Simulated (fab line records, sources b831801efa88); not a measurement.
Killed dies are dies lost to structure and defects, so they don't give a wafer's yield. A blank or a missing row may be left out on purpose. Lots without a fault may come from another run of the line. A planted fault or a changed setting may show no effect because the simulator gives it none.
Which tool did it? | flow sky130 | 12 lots, 36 wafers sampled, at 2 steps of a route of 708

WHAT THE GAUGES READ, wafer by wafer
SKY_SD_N_RS_MEAS_16: measures by four-point-probe.
lot  | measured     | on            | SD_N_RS (ohm/sq)
L435 | day 28 13:40 | film_metro-01 | 68.82 68.81 68.60
L436 | day 28 14:40 | film_metro-02 | 68.79 68.47 68.77
L439 | day 29 17:52 | film_metro-03 | 68.34 68.45 68.33
L441 | day 30 03:38 | film_metro-01 | 68.75 68.69 68.71
L442 | day 30 13:31 | film_metro-03 | 68.51 68.46 68.49
L444 | day 31 02:45 | film_metro-03 | 68.38 68.29 68.50
L455 | day 34 07:13 | film_metro-02 | 68.57 68.56 68.63
L457 | day 35 03:28 | film_metro-01 | 68.74 68.73 68.64
L458 | day 35 04:37 | film_metro-02 | 68.61 68.53 68.68
L446 | day 36 17:37 | film_metro-01 | 68.68 68.73 68.62
L447 | day 37 02:50 | film_metro-01 | 68.84 68.91 68.59
L448 | day 37 02:25 | film_metro-03 | 68.60 68.64 68.59

WHICH TOOL RAN EACH LOT (tool, then ch and the chambers of the sampled wafers, then the start)
lot  | SKY_POLY_GATE_CVD_00
L435 | lpcvd-01 ch 1, day 14 13:38
L436 | lpcvd-01 ch 0, day 14 13:38
L439 | lpcvd-01 ch 1, day 15 16:36
L441 | lpcvd-01 ch 0, day 16 05:22
L442 | lpcvd-01 ch 0, day 16 15:46
L444 | lpcvd-01 ch 1, day 17 01:59
L455 | lpcvd-01 ch 1, day 20 22:43
L457 | lpcvd-01 ch 0, day 21 19:16
L458 | lpcvd-01 ch 1, day 21 22:52
L446 | lpcvd-01 ch 1, day 22 20:50
L447 | lpcvd-01 ch 0, day 23 08:18
L448 | lpcvd-01 ch 1, day 23 08:18
- SKY_POLY_GATE_CVD_00: deposits poly-Si, target thk 180 nm, time 720 s.

WHAT THE TOOLS THEMSELVES READ (means of the sampled wafers that have a number; where no wafer has one, the mark that the record gives instead)
SKY_POLY_GATE_CVD_00.
lot  | tool     | pressure_mtorr (mTorr) | spike_tc_lower_C (C) | zone_power_bottom_pct (%) | zone_power_centre_pct (%)
L435 | lpcvd-01 | 199.9                  | 619.1                | 13.1                      | 8.33
L436 | lpcvd-01 | 200.4                  | 621.4                | 12.3                      | 8.68
L439 | lpcvd-01 | 200.9                  | 619.5                | 13.2                      | 8.45
L441 | lpcvd-01 | 200.2                  | 622.3                | 12.4                      | 8.66
L442 | lpcvd-01 | 200.0                  | 621.5                | 12.4                      | 8.63
L444 | lpcvd-01 | 200.5                  | 619.9                | 13.1                      | 8.42
L455 | lpcvd-01 | 199.5                  | 619.7                | 13.3                      | 8.34
L457 | lpcvd-01 | 199.8                  | 622.0                | 12.3                      | 8.62
L458 | lpcvd-01 | 200.0                  | 618.3                | 13.2                      | 8.41
L446 | lpcvd-01 | 199.9                  | 620.0                | 13.2                      | 8.38
L447 | lpcvd-01 | 199.4                  | 621.8                | 12.5                      | 8.75
L448 | lpcvd-01 | 200.0                  | 621.1                | 12.9                      | 8.43

THE ANSWER, worked out from the rows above alone
Rule: what is usual is taken from the lots themselves. Put in order of their means at a reading, lots are off if they are a third of the lots or fewer, leave a main group of 4 or more, and stand apart from it by a gap of 3 or more times the standard deviation of the main group's means; of several such gaps the widest counts. A main group whose means are all the same, to the digits that the tables above print for the reading, isn't used. A lot without any number at a reading at which 4 lots or more have one is off too. The other lots that the step has rows for count as sound. The gauges are gone through in route order, then the tools' own readings, and for those a lot's mean is taken as printed above. The first step at which some lot is off is used, and at that step the reading that is off furthest; a lot without a number counts as furthest.
No lot is off at any reading shown: from this, nothing can be told.

WHAT THE SIMULATOR HAD PUT IN
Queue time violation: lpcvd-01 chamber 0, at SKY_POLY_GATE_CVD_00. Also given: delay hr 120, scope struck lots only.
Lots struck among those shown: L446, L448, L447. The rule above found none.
